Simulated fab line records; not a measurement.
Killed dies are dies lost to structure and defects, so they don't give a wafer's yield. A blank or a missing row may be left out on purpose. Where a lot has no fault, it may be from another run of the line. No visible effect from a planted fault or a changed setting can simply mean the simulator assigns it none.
fab line records	flow gf180mcu
record: lots: 5	wafers: 15	last_day: 34
route steps=602 shown PSD@252 NSD@262 SAB@264 SALICIDE@278
lots with no fault: from the same line, run without faults
start_h: hours from the record's first day to the start of the lot's first wafer shown	wait_h: hours from the lot's prior step to this one	" unchanged from the row above	L1.1+2: a row that stands for several wafers	- no value present, or no start provided	* or withheld: withheld	< > ~ a bound
route shown NAME@n: NAME is a module with steps in the file, n the number in the route of the first one	usual: mean/standard deviation of fault-free wafers	same: alike in all rows	chamber/n: place in a boat	sites: readings site by site	_std_site: standard deviation across them	_edge_site: mean of outer sites minus mean of inner sites	radius_mm: how far each site lies from the wafer's centre	mask NAME#n: copy n	behind: the most recent tool/chamber to have shaped the wafer	hold: why the lot was held/for how many hours/how that ended	device: which transistor (n, p or np) failed to switch	end of line: tests of these same wafers at the route's end	for a step that has no rows: nothing shown but its recipe	killed: dies lost to structure and defects at the first sort, not the wafer's yield	map: the dies of a wafer, with x for killed, . for not killed, _ for no die there
set.NAME: the setting that was run; set.NAME@STEP: the one run at that earlier step	model.NAME: the simulator's own value behind a step, which no gauge read
lots at some steps of the route; a table a step, a row a wafer
services: the hour from which a tool's chamber was out of use, counted from the record's first day as start_h (under 0 if before that day), plus the number of hours and why
== steps ==
step: GF_PSD_EXPOSE_04
recipe: mask_id: Pplus	target_cd_nm: 400	na: 0.6	source_shape: conventional	sigma_outer: 0.6	dose_mj: 140
step: GF_PSD_PEB_05
recipe: temp_c: withheld	time_s: *	resist: NOVOLAK
step: GF_PSD_DEVELOP_06
recipe: develop_time_s: 60	dev_temp_c: 23
step: GF_PSD_CD_MEAS_07
recipe: target_cd_nm: 400
usual: cd_nm: 400.7/2.2
lot.wafer	tool	chamber	start_h	wait_h	cd_nm
L232.1	cd_sem-01	-	332.70	0.1	401.6
L232.3	"	-	"	"	401.2
L232.4	"	-	"	"	398.2
L244.1	cd_sem-02	-	438.00	0.1	403.3
L244.3	"	-	"	"	400.8
L244.5	"	-	"	"	401.8
L250.4	cd_sem-02	-	486.71	0.1	400.7
L250.5	"	-	"	"	400.8
L250.6	"	-	"	"	400.9
L251.2	cd_sem-01	-	495.07	0.1	402.6
L251.4	"	-	"	"	400.1
L251.5	"	-	"	"	398.7
L253.3	cd_sem-02	-	514.10	0.1	398.8
L253.5	"	-	"	"	400.6
L253.6	"	-	"	"	402.1
step: GF_PSD_OVL_MEAS_08
usual: PSD_OVL: 1.2/1.7
lot.wafer	tool	chamber	start_h	wait_h	PSD_OVL[nm]
L232.1	overlay-01	-	332.82	0.1	4.3
L232.3	"	-	"	"	2.1
L232.4	"	-	"	"	1.8
L244.1	overlay-01	-	438.12	0.1	-0.9
L244.3	"	-	"	"	-0.5
L244.5	"	-	"	"	1.1
L250.4	overlay-01	-	486.79	0.1	2.0
L250.5	"	-	"	"	0.5
L250.6	"	-	"	"	1.1
L251.2	overlay-02	-	495.18	0.1	1.2
L251.4	"	-	"	"	3.0
L251.5	"	-	"	"	1.4
L253.3	overlay-02	-	514.19	0.1	2.7
L253.5	"	-	"	"	1.4
L253.6	"	-	"	"	4.8
step: GF_PSD_IMPLANT_09
recipe: species: BF2	energy_kev: 40	dose_cm2: 1.5e+15	tilt_deg: 7
step: GF_PSD_STRIP_10
recipe: chemistry: O2/N2	power_w: 1400	pressure_mtorr: 1500	platen_temp_c: 250	o2_flow_sccm: 3000	n2_flow_sccm: 300	overash_fraction: 0.5
usual: drypump_motor_current_A: 5.8/0.48	heater_power_w: 351/45	oes_product_au: 0.592/0.0049	strip_time_to_endpoint_s: 16.53/0.038
lot.wafer	tool	chamber	start_h	wait_h	drypump_motor_current_A	heater_power_w	oes_product_au	rf_hours_counter_h	strip_time_to_endpoint_s
L232.1	plasma_asher-03	0	333.04	0.1	6.4	324	0.594	55	16.53
L232.3	"	1	"	"	5.2	289	0.597	-	16.47
L232.4	"	0	"	"	6.4	329	0.591	-	16.53
L244.1	plasma_asher-03	1	438.31	0.1	5.2	283	0.587	66	16.50
L244.3	"	1	"	"	5.2	280	0.588	-	16.51
L244.5	"	0	"	"	6.4	321	0.584	-	16.53
L250.4	plasma_asher-03	1	486.99	0.1	5.2	285	0.594	-	16.52
L250.5	"	0	"	"	6.4	316	0.586	-	16.57
L250.6	"	1	"	"	5.2	284	0.595	-	16.58
L251.2	plasma_asher-02	0	495.36	0.1	5.8	345	0.588	38	16.50
L251.4	"	1	"	"	6.3	419	0.590	-	16.52
L251.5	"	1	"	"	6.3	418	0.603	-	16.52
L253.3	plasma_asher-02	1	514.40	0.1	6.3	404	0.595	-	16.56
L253.5	"	1	"	"	6.3	410	0.584	-	16.50
L253.6	"	0	"	"	5.8	352	0.588	-	16.52
step: GF_PSD_TW_MEAS_11
usual: PSD_TW: 3196/30
lot.wafer	tool	chamber	start_h	wait_h	PSD_TW
L232.1	film_metro-02	-	333.14	0.1	3212
L232.3	"	-	"	"	3219
L232.4	"	-	"	"	3216
L244.1	film_metro-02	-	438.41	0.1	3228
L244.3	"	-	"	"	3222
L244.5	"	-	"	"	3224
L250.4	film_metro-03	-	487.09	0.1	3150
L250.5	"	-	"	"	3149
L250.6	"	-	"	"	3165
L251.2	film_metro-03	-	495.47	0.1	3156
L251.4	"	-	"	"	3158
L251.5	"	-	"	"	3147
L253.3	film_metro-04	-	514.48	0.1	3177
L253.5	"	-	"	"	3192
L253.6	"	-	"	"	3179
step: GF_PSD_CLEAN_12
recipe: chemistry: SC1/SC2	mix: 1:4:20	temp_c: 70	time_s: 150	dry: n2_spin
step: GF_PSD_RTA_13
recipe: temp_c: 1025	time_s: 20	ambient: N2
usual: chamber_o2_ppm: 2.006/0.021	lamp_power_pct: 31.20/0.035	wafer_temp_C_max: 1031.2/2.2
lot.wafer	tool	chamber	start_h	wait_h	chamber_o2_ppm	lamp_power_pct	wafer_temp_C_max
L232.1	rtp_anneal-01	0	333.28	0.0	2.005	31.15	1028.8
L232.3	"	0	"	"	2.036	31.17	1029.1
L232.4	"	0	"	"	2.004	31.24	1030.3
L244.1	rtp_anneal-01	0	438.52	0.0	2.023	31.16	1029.2
L244.3	"	0	"	"	1.997	31.12	1029.0
L244.5	"	0	"	"	1.996	31.13	1028.1
L250.4	rtp_anneal-02	0	487.21	0.0	1.996	31.21	1032.4
L250.5	"	0	"	"	2.055	31.19	1030.2
L250.6	"	0	"	"	2.072	31.24	1033.5
L251.2	rtp_anneal-02	0	495.58	0.0	2.038	31.18	1032.0
L251.4	"	0	"	"	2.021	31.14	1033.7
L251.5	"	0	"	"	2.016	31.24	1032.0
L253.3	rtp_anneal-02	0	514.60	0.0	1.986	31.22	1033.5
L253.5	"	0	"	"	2.010	31.21	1031.5
L253.6	"	0	"	"	1.975	31.24	1035.0
step: GF_PSD_RS_MEAS_14
recipe: thk_meas_gauge: four-point-probe
usual: NSD_RS: 46.10/0.085
lot.wafer	tool	chamber	start_h	wait_h	NSD_RS[ohm/sq]
L232.1	film_metro-04	-	333.36	0.1	46.12
L232.3	"	-	"	"	46.15
L232.4	"	-	"	"	46.14
L244.1	film_metro-03	-	438.60	0.1	45.96
L244.3	"	-	"	"	46.16
L244.5	"	-	"	"	45.97
L250.4	film_metro-04	-	487.31	0.1	46.14
L250.5	"	-	"	"	46.24
L250.6	"	-	"	"	46.15
L251.2	film_metro-02	-	495.67	0.1	46.08
L251.4	"	-	"	"	46.24
L251.5	"	-	"	"	46.17
L253.3	film_metro-02	-	514.70	0.1	46.16
L253.5	"	-	"	"	46.20
L253.6	"	-	"	"	46.34
step: GF_PSD_RS_MEAS_15
recipe: thk_meas_gauge: four-point-probe
usual: PSD_RS: 108.53/0.27
lot.wafer	tool	chamber	start_h	wait_h	PSD_RS[ohm/sq]
L232.1	film_metro-04	-	333.48	0.1	108.29
L232.3	"	-	"	"	108.72
L232.4	"	-	"	"	108.85
L244.1	film_metro-03	-	438.72	0.1	108.25
L244.3	"	-	"	"	108.50
L244.5	"	-	"	"	108.41
L250.4	film_metro-04	-	487.43	0.1	108.95
L250.5	"	-	"	"	108.25
L250.6	"	-	"	"	108.79
L251.2	film_metro-02	-	495.79	0.1	108.32
L251.4	"	-	"	"	108.31
L251.5	"	-	"	"	108.43
L253.3	film_metro-02	-	514.82	0.1	108.82
L253.5	"	-	"	"	108.66
L253.6	"	-	"	"	109.24
step: GF_SAB_CVD_00
recipe: material: SiO2	target_thk_nm: 50	precursor: TEOS	temp_c: 400	time_s: 4.9302	rf_w: 600
usual: heater_power_w: 681/62
lot.wafer	tool	chamber	start_h	wait_h	heater_power_w	model.SiO2_of_SAB_CVD_00.thk_nm
L232.1	pecvd-02	1	333.60	0.1	562	49.28
L232.3	"	0	"	"	668	49.23
L232.4	"	2	"	"	555	50.71
L244.1	pecvd-01	2	438.84	0.1	578	50.39
L244.3	"	0	"	"	650	50.23
L244.5	"	1	"	"	790	51.07
L250.4	pecvd-01	2	487.50	0.0	672	50.78
L250.5	"	1	"	"	797	50.34
L250.6	"	0	"	"	772	63.42
L251.2	pecvd-03	1	495.89	0.1	753	49.43
L251.4	"	0	"	"	659	50.77
L251.5	"	1	"	"	741	50.33
L253.3	pecvd-03	2	514.90	0.1	620	49.2
L253.5	"	1	"	"	742	50.3
L253.6	"	2	"	"	626	49.86
step: GF_SAB_THK_MEAS_01
recipe: reads: SiO2_of_SAB_CVD_00
usual: SAB_CVD_00_THK: 50.2/0.66
lot.wafer	tool	chamber	start_h	wait_h	SAB_CVD_00_THK[nm]
L232.1	film_metro-02	-	333.62	0.0	49.3
L232.3	"	-	"	"	49.2
L232.4	"	-	"	"	50.7
L244.1	film_metro-01	-	438.86	0.0	50.4
L244.3	"	-	"	"	50.2
L244.5	"	-	"	"	51.0
L250.4	film_metro-03	-	487.54	0.0	50.8
L250.5	"	-	"	"	50.3
L250.6	"	-	"	"	63.4
L251.2	film_metro-01	-	495.92	0.0	49.4
L251.4	"	-	"	"	50.8
L251.5	"	-	"	"	50.3
L253.3	film_metro-03	-	514.93	0.0	49.2
L253.5	"	-	"	"	50.3
L253.6	"	-	"	"	49.8
step: GF_SAB_DEHYDRATE_02
recipe: temp_c: 200	time_s: 60
step: GF_SAB_HMDS_03
recipe: prime_time_s: 60	prime_temp_c: 120
step: GF_SAB_COAT_04
recipe: resist: NOVOLAK	spin_rpm: 3000	resist_thk_nm: 1000
step: GF_SAB_SOFTBAKE_05
recipe: temp_c: 90	time_s: 60	resist: NOVOLAK
step: GF_SAB_EXPOSE_06
recipe: mask_id: SAB	target_cd_nm: 420	na: 0.6	source_shape: conventional	sigma_outer: 0.6	dose_mj: 140
step: GF_SAB_PEB_07
recipe: temp_c: withheld	time_s: *	resist: NOVOLAK
step: GF_SAB_DEVELOP_08
recipe: develop_time_s: 60	dev_temp_c: 23
step: GF_SAB_CD_MEAS_09
recipe: target_cd_nm: 420
usual: cd_nm: 419.9/1.9
lot.wafer	tool	chamber	start_h	wait_h	cd_nm
L232.1	cd_sem-02	-	356.04	0.1	416.8
L232.3	"	-	"	"	417.1
L232.4	"	-	"	"	418.9
L244.1	cd_sem-01	-	462.40	0.1	422.0
L244.3	"	-	"	"	419.8
L244.5	"	-	"	"	420.5
L250.4	cd_sem-02	-	511.01	0.1	419.0
L250.5	"	-	"	"	417.4
L250.6	"	-	"	"	419.2
L251.2	cd_sem-02	-	519.02	0.1	417.1
L251.4	"	-	"	"	419.4
L251.5	"	-	"	"	418.1
L253.3	cd_sem-02	-	537.54	0.1	420.3
L253.5	"	-	"	"	421.9
L253.6	"	-	"	"	420.3
step: GF_SAB_OVL_MEAS_10
usual: SAB_OVL: -1.2/1.5
lot.wafer	tool	chamber	start_h	wait_h	SAB_OVL[nm]
L232.1	overlay-02	-	356.16	0.1	0.0
L232.3	"	-	"	"	-0.4
L232.4	"	-	"	"	-0.4
L244.1	overlay-02	-	462.52	0.1	-3.1
L244.3	"	-	"	"	-2.4
L244.5	"	-	"	"	-1.6
L250.4	overlay-02	-	511.09	0.1	0.6
L250.5	"	-	"	"	-0.6
L250.6	"	-	"	"	1.2
L251.2	overlay-01	-	519.13	0.1	0.1
L251.4	"	-	"	"	0.9
L251.5	"	-	"	"	-0.8
L253.3	overlay-01	-	537.63	0.1	-3.0
L253.5	"	-	"	"	-1.5
L253.6	"	-	"	"	-1.0
step: GF_SAB_ETCH_11
recipe: chemistry: C4F8/O2/Ar	mask_material: NOVOLAK	target: SiO2	target_depth_nm: 55	source_w: 1500	bias_w: 1200	pressure_mtorr: 40	c4f8_flow_sccm: withheld	O2_flow_sccm: 6	Ar_flow_sccm: 300	time_s: 8.5
usual: oes_product_au: 0.997/0.01
lot.wafer	tool	chamber	start_h	wait_h	oes_product_au	rf_hours_counter_h
L232.1	rie_diel-04	0	356.19	0.0	1.009	22
L232.3	"	3	"	"	0.990	75
L232.4	"	2	"	"	1.001	11
L244.1	rie_diel-04	3	462.56	0.0	1.002	78
L244.3	"	1	"	"	0.999	9
L244.5	"	0	"	"	1.006	-
L250.4	rie_diel-03	0	511.11	0.0	0.990	5
L250.5	"	2	"	"	0.990	-
L250.6	"	1	"	"	0.995	-
L251.2	rie_diel-02	0	519.16	0.0	1.000	15
L251.4	"	1	"	"	1.008	63
L251.5	"	0	"	"	1.006	-
L253.3	rie_diel-04	2	537.66	0.0	0.989	16
L253.5	"	2	"	"	0.992	-
L253.6	"	1	"	"	0.997	-
step: GF_SAB_WET_ETCH_12
recipe: chemistry: dHF	target_depth_nm: 22	dry: n2_spin	target: SiO2	temp_c: 25	dilution: 100:1	time_s: 440
step: GF_SAB_STRIP_13
recipe: chemistry: O2/N2	power_w: 1400	pressure_mtorr: 1500	platen_temp_c: 250	o2_flow_sccm: 3000	n2_flow_sccm: 300	overash_fraction: 0.5
usual: drypump_motor_current_A: 5.9/0.42	heater_power_w: 354/46	oes_product_au: 0.709/0.0043	strip_time_to_endpoint_s: 12.63/0.035
lot.wafer	tool	chamber	start_h	wait_h	drypump_motor_current_A	heater_power_w	oes_product_au	rf_hours_counter_h	strip_time_to_endpoint_s
L232.1	plasma_asher-02	1	356.35	0.0	6.3	417	0.704	23	12.63
L232.3	"	0	"	"	5.8	359	0.702	-	12.62
L232.4	"	1	"	"	6.3	418	0.703	-	12.62
L244.1	plasma_asher-02	0	462.72	0.0	5.7	343	0.712	34	12.60
L244.3	"	1	"	"	6.3	411	0.709	-	12.59
L244.5	"	0	"	"	5.8	346	0.705	-	12.58
L250.4	plasma_asher-03	1	511.29	0.0	5.2	282	0.707	-	12.70
L250.5	"	1	"	"	5.2	288	0.717	-	12.63
L250.6	"	0	"	"	6.4	327	0.711	-	12.68
L251.2	plasma_asher-02	1	519.31	0.0	6.3	421	0.712	40	12.64
L251.4	"	1	"	"	6.3	407	0.702	-	12.65
L251.5	"	1	"	"	6.3	418	0.710	-	12.62
L253.3	plasma_asher-02	1	537.84	0.0	6.3	422	0.705	-	12.67
L253.5	"	1	"	"	6.3	408	0.708	-	12.67
L253.6	"	0	"	"	5.7	355	0.713	-	12.66
step: GF_SALICIDE_CLEAN_00
recipe: chemistry: SC1/SC2	mix: 1:4:20	temp_c: 70	time_s: 150
step: GF_SALICIDE_WET_ETCH_01
recipe: chemistry: dHF	target_depth_nm: 5	dry: ipa_marangoni	target: SiO2	temp_c: 25	dilution: 100:1	time_s: 100
lot.wafer	tool	chamber	start_h	wait_h	model.SiO2_of_SAB_CVD_00.thk_nm
L232.1	wet_bench-02	3	356.50	0.0	38.56
L232.3	"	3	"	"	38.52
L232.4	"	3	"	"	39.95
L244.1	wet_bench-03	3	462.87	0.0	39.69
L244.3	"	3	"	"	39.56
L244.5	"	3	"	"	40.45
L250.4	wet_bench-03	2	511.46	0.0	40.03
L250.5	"	2	"	"	39.61
L250.6	"	2	"	"	52.66
L251.2	wet_bench-03	3	519.51	0.0	38.57
L251.4	"	3	"	"	39.9
L251.5	"	3	"	"	39.46
L253.3	wet_bench-04	0	537.96	0.0	38.41
L253.5	"	0	"	"	39.51
L253.6	"	0	"	"	39.1
step: GF_SALICIDE_SPUTTER_02
recipe: material: Co	target_thk_nm: 10	power_w: 1000	time_s: 20	chamber_pressure_pa: 0.4
usual: throttle_valve_pct: 29.8/0.99
lot.wafer	tool	chamber	start_h	wait_h	throttle_valve_pct
L232.1	pvd_sputter-03	-	356.54	0.0	31.3
L232.3	"	-	"	"	29.7
L232.4	"	-	"	"	30.0
L244.1	pvd_sputter-01	-	462.91	0.0	29.5
L244.3	"	-	"	"	28.0
L244.5	"	-	"	"	30.8
L250.4	pvd_sputter-02	-	511.50	0.0	28.3
L250.5	"	-	"	"	30.5
L250.6	"	-	"	"	28.3
L251.2	pvd_sputter-02	-	519.55	0.0	30.4
L251.4	"	-	"	"	28.1
L251.5	"	-	"	"	30.5
L253.3	pvd_sputter-03	-	538.00	0.0	31.4
L253.5	"	-	"	"	31.2
L253.6	"	-	"	"	29.6
== services ==
tool	chamber	start_h	hours	kind
pecvd-01	-	312.24	1.3	repair
pvd_sputter-03	-	317.63	4.6	repair
pvd_sputter-03	-	321.43	2.0	repair
plasma_asher-03	-	344.01	4.4	repair
rie_diel-02	-	357.50	4.7	repair
rie_diel-02	-	364.19	2.9	repair
pecvd-01	2	378.72	8.7	repair
pecvd-03	-	381.93	14.6	pm
wet_bench-04	-	385.51	2.5	repair
rie_diel-02	2	389.73	8.1	repair
pecvd-02	-	395.54	28.1	pm
pecvd-03	1	396.92	9.3	repair
plasma_asher-02	-	428.39	2.3	repair
pecvd-01	0	431.84	6.0	repair
rie_diel-04	1	434.49	13.8	repair
pecvd-03	-	437.69	1.4	repair
rie_diel-04	-	454.65	0.8	repair
pecvd-01	2	459.77	14.2	repair
rie_diel-04	-	463.21	4.0	pm
pvd_sputter-03	-	474.38	5.7	repair
plasma_asher-02	-	481.29	0.5	repair
rie_diel-04	0	511.13	2.4	repair
plasma_asher-02	-	521.52	4.3	pm
rie_diel-04	3	535.90	2.5	repair
== key ==
first_sign: step: GF_SAB_THK_MEAS_01	reading: SAB_CVD_00_THK	direction: up	sigmas: 20	usual: 50.2	struck: 63.4
effect none on later readings
model_effect: step: GF_SAB_CVD_00	value: SiO2_of_SAB_CVD_00.thk_nm	without: 51.05	struck: 63.42
model_effect: step: GF_SALICIDE_WET_ETCH_01	value: SiO2_of_SAB_CVD_00.thk_nm	without: 40.29	struck: 52.66
met_at GF_SAB_CVD_00
struck_wafers L250.6
tester_left_out L250
onset_between 438.84 487.50
fault: kind: process_parameter_drift	tool: pecvd-01	chamber: 0	onset_h: 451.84	steps: GF_SAB_CVD_00	channel: target_thk_nm	offset: 12.277	shape: step	end_h: 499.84	acts_in: these_recipes_only	stated: 50
tester_left_out: of these lots the tester's yield and bins aren't shown, on N5 and GAA mostly nor the transistor test; their killed dies are dies lost to structure and defects alone, not to doping, threshold or leakage, so they don't give the yield
